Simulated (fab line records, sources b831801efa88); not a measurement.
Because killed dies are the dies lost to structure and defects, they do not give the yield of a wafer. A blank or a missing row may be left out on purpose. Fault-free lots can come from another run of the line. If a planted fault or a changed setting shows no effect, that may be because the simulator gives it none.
Which tool is to blame?	flow sky130	10 lots with 30 wafers sampled at 4 steps, on a route of 708 steps

## WHAT EACH GAUGE READ, for each wafer
SKY_NWELL_THK_MEAS_02. Usual: NWELL_OXIDATION_THK gives 9.85 nm (standard deviation 0.18).
lot	measured	on	NWELL_OXIDATION_THK (nm)	flag
L938	day 3 01:32	film_metro-02	9.61 9.51 9.43	
L939	day 3 03:59	film_metro-04	9.88 9.86 9.72	
L942	day 3 16:20	film_metro-02	9.58 9.28 9.60	
L943	day 3 22:53	film_metro-04	9.83 9.85 9.82	
L944	day 4 03:07	film_metro-04	9.91 9.71 9.83	
L945	day 4 06:56	film_metro-02	16.89 16.93 16.93	OFF
L946	day 4 10:42	film_metro-04	16.66 16.56 16.56	OFF
L951	day 5 13:56	film_metro-03	9.82 9.80 9.92	
L956	day 6 13:57	film_metro-03	9.75 9.86 9.70	
L959	day 7 08:23	film_metro-03	9.98 10.13 9.93	

## WHICH TOOL RAN EACH LOT (tool, then ch and the chambers of the sampled wafers, then the start)
lot	SKY_FIELD_ISO_ETCH_14	SKY_FIELD_ISO_ETCH_15	SKY_NWELL_OXIDATION_01
L938	rie_diel-03 ch 1,2, day 2 10:34	rie_diel-03 ch 1,2, day 2 10:36	furnace-02 ch 0, day 3 00:08
L939	rie_diel-04 ch 0,2, day 2 14:29	rie_diel-04 ch 0,2, day 2 14:32	furnace-01 ch 0, day 3 02:34
L942	rie_diel-04 ch 0,1,3, day 3 10:07	rie_diel-04 ch 0,1,3, day 3 10:09	furnace-02 ch 0, day 3 14:56
L943	rie_diel-02 ch 0,1, day 3 14:16	rie_diel-02 ch 0,1, day 3 14:18	furnace-01 ch 0, day 3 21:28
L944	rie_diel-02 ch 0,1, day 3 19:44	rie_diel-02 ch 0,1, day 3 19:47	furnace-01 ch 0, day 4 01:43
L945	rie_diel-02 ch 0,1,2, day 4 00:05	rie_diel-02 ch 0,1,2, day 4 00:08	furnace-01 ch 0, day 4 05:32
L946	rie_diel-04 ch 1,3, day 4 03:49	rie_diel-04 ch 1,3, day 4 03:51	furnace-01 ch 0, day 4 09:18
L951	rie_diel-03 ch 0,2,3, day 5 06:20	rie_diel-03 ch 0,2,3, day 5 06:23	furnace-02 ch 0, day 5 12:32
L956	rie_diel-03 ch 0,2,3, day 6 08:05	rie_diel-03 ch 0,2,3, day 6 08:08	furnace-02 ch 0, day 6 12:34
L959	rie_diel-03 ch 2,3, day 6 23:04	rie_diel-03 ch 2,3, day 6 23:06	furnace-02 ch 0, day 7 06:59
- SKY_FIELD_ISO_ETCH_14: etches BARC in N2/H2, stops on SiO2, time 45.9 s, target depth 60 nm.
- SKY_FIELD_ISO_ETCH_15: etches the open film in CHF3/O2, stops on Si, target depth 180 nm, time 72 s.
- SKY_NWELL_OXIDATION_01: stabilise 600 s, purge 300 s, target thk 10 nm.

## WHAT THE TOOLS THEMSELVES READ (means of the sampled wafers that have a number; where no wafer has one, the mark that the record gives instead)
SKY_FIELD_ISO_ETCH_14. Usual: drypump_motor_current_A 5.9 A, standard deviation 0.36; oes_product_au 0.855 a.u., standard deviation 0.0047; throttle_valve_pct 13.224 %, standard deviation 0.0095.
lot	tool	drypump_motor_current_A (A)	oes_product_au (a.u.)	throttle_valve_pct (%)	flag
L938	rie_diel-03	6.0	0.856	13.220	
L939	rie_diel-04	5.8	0.857	13.213	
L942	rie_diel-04	5.6	0.856	13.231	
L943	rie_diel-02	6.1	0.857	13.225	
L944	rie_diel-02	6.1	0.858	13.227	
L945	rie_diel-02	5.9	0.854	13.220	
L946	rie_diel-04	5.4	0.853	13.215	
L951	rie_diel-03	6.1	0.851	13.216	
L956	rie_diel-03	6.1	0.851	13.219	
L959	rie_diel-03	6.1	0.858	13.226	

SKY_FIELD_ISO_ETCH_15. Usual: O2_flow_sccm 5.001 sccm, standard deviation 0.015; drypump_motor_current_A 5.9 A, standard deviation 0.36; oes_product_au 0.944 a.u., standard deviation 0.0067; throttle_valve_pct 8.845 %, standard deviation 0.0097.
lot	tool	O2_flow_sccm (sccm)	drypump_motor_current_A (A)	oes_product_au (a.u.)	throttle_valve_pct (%)	flag
L938	rie_diel-03	4.983	6.0	0.946	8.846	
L939	rie_diel-04	4.993	5.8	0.937	8.846	
L942	rie_diel-04	4.997	5.6	0.948	8.847	
L943	rie_diel-02	5.004	6.1	0.953	8.845	
L944	rie_diel-02	5.000	6.1	0.946	8.847	
L945	rie_diel-02	5.011	5.9	0.947	8.848	
L946	rie_diel-04	4.990	5.3	0.943	8.836	
L951	rie_diel-03	5.002	6.1	0.938	8.842	
L956	rie_diel-03	4.999	6.1	0.944	8.841	
L959	rie_diel-03	4.988	6.1	0.943	8.843	

SKY_NWELL_OXIDATION_01. Usual: spike_tc_bottom_C 915.9 C, standard deviation 2.9; spike_tc_centre_C 901.4 C, standard deviation 1.1; spike_tc_lower_C 899.0 C, standard deviation 0.98; spike_tc_top_C 912.4 C, standard deviation 2.1; spike_tc_upper_C 900.2 C, standard deviation 0.99; tube_center_temp_C 899.98 C, standard deviation 0.076; tube_center_temp_C_max 902.3, standard deviation 0.38; zone_power_bottom_pct 27.0 %, standard deviation 1.1; zone_power_centre_pct 18.5 %, standard deviation 0.35; zone_power_lower_pct 16.4 %, standard deviation 0.66.
lot	tool	spike_tc_bottom_C (C)	spike_tc_centre_C (C)	spike_tc_lower_C (C)	spike_tc_top_C (C)	spike_tc_upper_C (C)	tube_center_temp_C (C)	tube_center_temp_C_max	zone_power_bottom_pct (%)	zone_power_centre_pct (%)	zone_power_lower_pct (%)	flag
L938	furnace-02	918.1	901.0	898.9	914.8	899.3	899.98	902.0	26.3	18.1	15.7	
L939	furnace-01	912.6	901.0	899.7	909.7	899.3	899.98	902.2	28.6	18.9	17.3	
L942	furnace-02	918.2	900.4	899.8	915.1	901.3	899.96	902.2	26.2	18.2	15.9	
L943	furnace-01	914.0	901.7	899.5	909.7	899.3	899.97	902.1	28.5	19.0	17.2	
L944	furnace-01	913.0	902.7	898.8	910.1	900.2	900.03	902.1	28.5	18.9	17.4	
L945	furnace-01	959.5	950.3	947.2	958.4	947.7	948.09	950.4	32.1	21.3	19.5	OFF
L946	furnace-01	959.9	950.4	948.2	958.0	948.0	948.07	950.3	32.3	21.3	19.3	OFF
L951	furnace-02	918.2	901.3	898.7	912.8	900.1	899.91	902.2	26.1	18.5	15.9	
L956	furnace-02	917.9	901.7	899.7	913.4	899.5	899.87	902.2	26.2	18.5	15.8	
L959	furnace-02	917.7	901.3	897.8	915.0	900.3	900.07	902.4	26.3	18.4	16.0	

## THE ANSWER, worked out from the rows above alone
Rule: a lot counts as off when the mean over its wafers that have a number is more than 3 standard deviations away from the usual mean. A lot without any number at a reading at which 4 lots or more have one is off too. Any other lot the step has rows for is counted as sound. Order of review: gauges by route order, followed by the tools' own readings, for which a lot's mean as printed above is used. At the first step where some lot is off, the reading lying furthest off is the one used; lots without a number count as furthest.
Off: at SKY_NWELL_THK_MEAS_02 (NWELL_OXIDATION_THK), L945, L946.
A tool fits if, at a process step before that reading, it ran every lot that is off, and no sound lot after the first of them. The gauges at SKY_NWELL_THK_MEAS_02 aren't tried: what is off there is off at SKY_NWELL_OXIDATION_01 too, on other tools, and a gauge's error can't cause that. One candidate fits, namely furnace-01 at SKY_NWELL_OXIDATION_01. Its last sound lot is L944 (day 4 01:43), its first lot that is off L945 (day 4 05:32): a fault that began between those two fits.
The tool's own readings at SKY_NWELL_OXIDATION_01 bear it out: on the lots that are off they differ by more than 5 times the standard deviation of the sound lots' means. spike_tc_bottom_C reads 959.7 C there against 916.2 C on the sound lots; spike_tc_centre_C reads 950.3 C there against 901.4 C on the sound lots; spike_tc_lower_C reads 947.7 C there against 899.1 C on the sound lots; spike_tc_top_C reads 958.2 C there against 912.6 C on the sound lots; spike_tc_upper_C reads 947.9 C there against 899.9 C on the sound lots; tube_center_temp_C reads 948.08 C there against 899.97 C on the sound lots; tube_center_temp_C_max reads 950.3 there against 902.2 on the sound lots; zone_power_centre_pct reads 21.3 % there against 18.6 % on the sound lots.

## WHAT THE SIMULATOR HAD INSERTED
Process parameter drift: furnace-01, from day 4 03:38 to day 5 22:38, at SKY_NWELL_OXIDATION_01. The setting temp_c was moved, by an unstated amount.
Struck lots among those shown: L945, L946. Same finding as the rule above.
